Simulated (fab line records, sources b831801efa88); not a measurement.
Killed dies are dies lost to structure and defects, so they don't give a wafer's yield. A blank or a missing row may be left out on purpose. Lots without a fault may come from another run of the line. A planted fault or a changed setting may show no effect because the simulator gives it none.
A struck lot beside a sound one | flow sky130 | 16 steps out of a route of 708
Sound: wafers L963.1, L963.2, L963.3. Struck: wafers L974.2, L974.4, L974.6. The cause comes at the end.
At each step with rows: each side's tool, then ch and its chambers, then its first start. Under that, the readings that differ: sound wafers | struck wafers | difference of the means | sigmas: that difference in standard deviations of wafers without a fault.
alike: readings whose means differ by less than 2 such deviations, and words and numbers that are the same on both sides. not compared: withheld readings, readings that some wafer has no value for, bounds like >300 that may hide the same value, and numbers for which the record gives no deviation and whose values overlap.
The two part at a step that has a row with sigmas, a row that says differs or no value, or rows on one side only. Numbers that don't overlap but have no deviation are shown without sigmas and don't part them. A reading that every wafer of one side lacks parts them only if that side has two wafers or more.

first, 7 steps without rows for these wafers: SKY_METAL4_HMDS_06 (prime time 60 s); SKY_METAL4_COAT_07 (resist thk 60 nm); SKY_METAL4_COAT_08 (resist thk 1140 nm); SKY_METAL4_SOFTBAKE_09 (time 90 s); SKY_METAL4_EXPOSE_10 (exposes mask MM4, target cd 300 nm); SKY_METAL4_PEB_11; SKY_METAL4_DEVELOP_12 (develop time 60 s).
SKY_METAL4_CD_MEAS_13: target cd 300 nm.
  sound on cd_sem-01, day 43 07:06; struck on cd_sem-02, day 46 06:25
  alike: cd_nm
SKY_METAL4_OVL_MEAS_14:
  sound on overlay-02, day 43 07:13; struck on overlay-01, day 46 06:32
  alike: METAL4_OVL
SKY_METAL4_DESCUM_15: chemistry O2, time 8 s.
  sound on rie_metal-04 ch 0,1, day 43 07:16; struck on rie_metal-02 ch 0,1, day 46 06:34
  alike: drypump_motor_current_A, oes_product_au
  not compared: rf_hours_counter_h
SKY_METAL4_ETCH_16: etches BARC in N2/H2, stops on SiO2, time 88.2 s, target depth 60 nm.
  sound on rie_metal-04 ch 0,1, day 43 07:17; struck on rie_metal-02 ch 0,1, day 46 06:35
  alike: bias_w, drypump_motor_current_A, oes_product_au, throttle_valve_pct
  not compared: rf_hours_counter_h
SKY_METAL4_ETCH_17: etches SiO2 in C4F8/O2/Ar, stops on TiN, time 3.9 s, target depth 15 nm.
  sound on rie_diel-03 ch 0,2,3, day 43 07:23; struck on rie_diel-02 ch 0,1,2, day 46 06:41
  alike: bias_w, oes_product_au
  not compared: rf_hours_counter_h
SKY_METAL4_METAL_ETCH_18: etches the open film in Cl2/BCl3, stops on SiO2, target depth 845 nm, time 183.1 s.
  sound on rie_metal-03 ch 0,1, day 43 07:25; struck on rie_metal-03 ch 1, day 46 06:46
  reading                                       | sound             | struck            | difference | sigmas
  bias_w (W)                                    | 48.74 48.57 48.60 | 59.21 58.97 59.03 | +10.43     | +65
  model.KrF-thick_of_METAL4_COAT_08.thk_nm (nm) | 533.6 514.6 512.6 | 491.9 488.2 490   | -30.2      |
  model.SiO2_of_VIA3_HDPCVD_00.thk_nm (nm)      | 434.6 434.1 434.4 | 431.6 431 431.4   | -3.0       |
  alike: drypump_motor_current_A, oes_product_au, throttle_valve_pct
  not compared: rf_hours_counter_h
SKY_METAL4_STRIP_19: strips in O2/N2.
  sound on plasma_asher-03 ch 0,1, day 43 07:35; struck on plasma_asher-02 ch 0,1, day 46 07:04
  reading                      | sound             | struck            | difference | sigmas
  oes_product_au (a.u.)        | 0.509 0.491 0.497 | 0.488 0.483 0.486 | -0.013     | -2
  strip_time_to_endpoint_s (s) | 6.59 6.42 6.39    | 6.18 6.14 6.18    | -0.30      | -4
  alike: drypump_motor_current_A
  not compared: rf_hours_counter_h
then, 1 step without rows for these wafers: SKY_METAL4_STRIP_20 (strips in post etch residue remover, time 1200 s).
-- the record jumps here: 3 days lie between the struck wafers' starts before and after (it left off in module METAL4 and takes up again in module PAD_OPEN, whose first step shown is number 708 of the route) --
SKY_PAD_OPEN_PROBE_99:
  sound on prober-02, day 47 04:04; struck on prober-02, day 49 17:06
  reading                  | sound       | struck      | difference | sigmas
  sort_bin_3_pad_short (%) | 0.8 0.2 1.0 | 2.0 1.0 1.4 | +0.8       | +2
  alike: defect_limited_yield, killed_at_M0_to_M3, killed_at_M4_up, killed_at_contacts, killed_at_front_end, killed_at_other, killed_dies, killed_open, killed_short, sort_bin_5_function, sort_bin_6_memory, sort_n_pass, sort_yield_pct

WHERE THEY PART
First at SKY_METAL4_METAL_ETCH_18; last, within this record, at SKY_PAD_OPEN_PROBE_99.

WHY: what the simulator had put in
Process parameter drift: rie_metal-03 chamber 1, from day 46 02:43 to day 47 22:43, at SKY_METAL4_METAL_ETCH_18. Setting bias_w, moved by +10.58, from 48.5. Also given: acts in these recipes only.
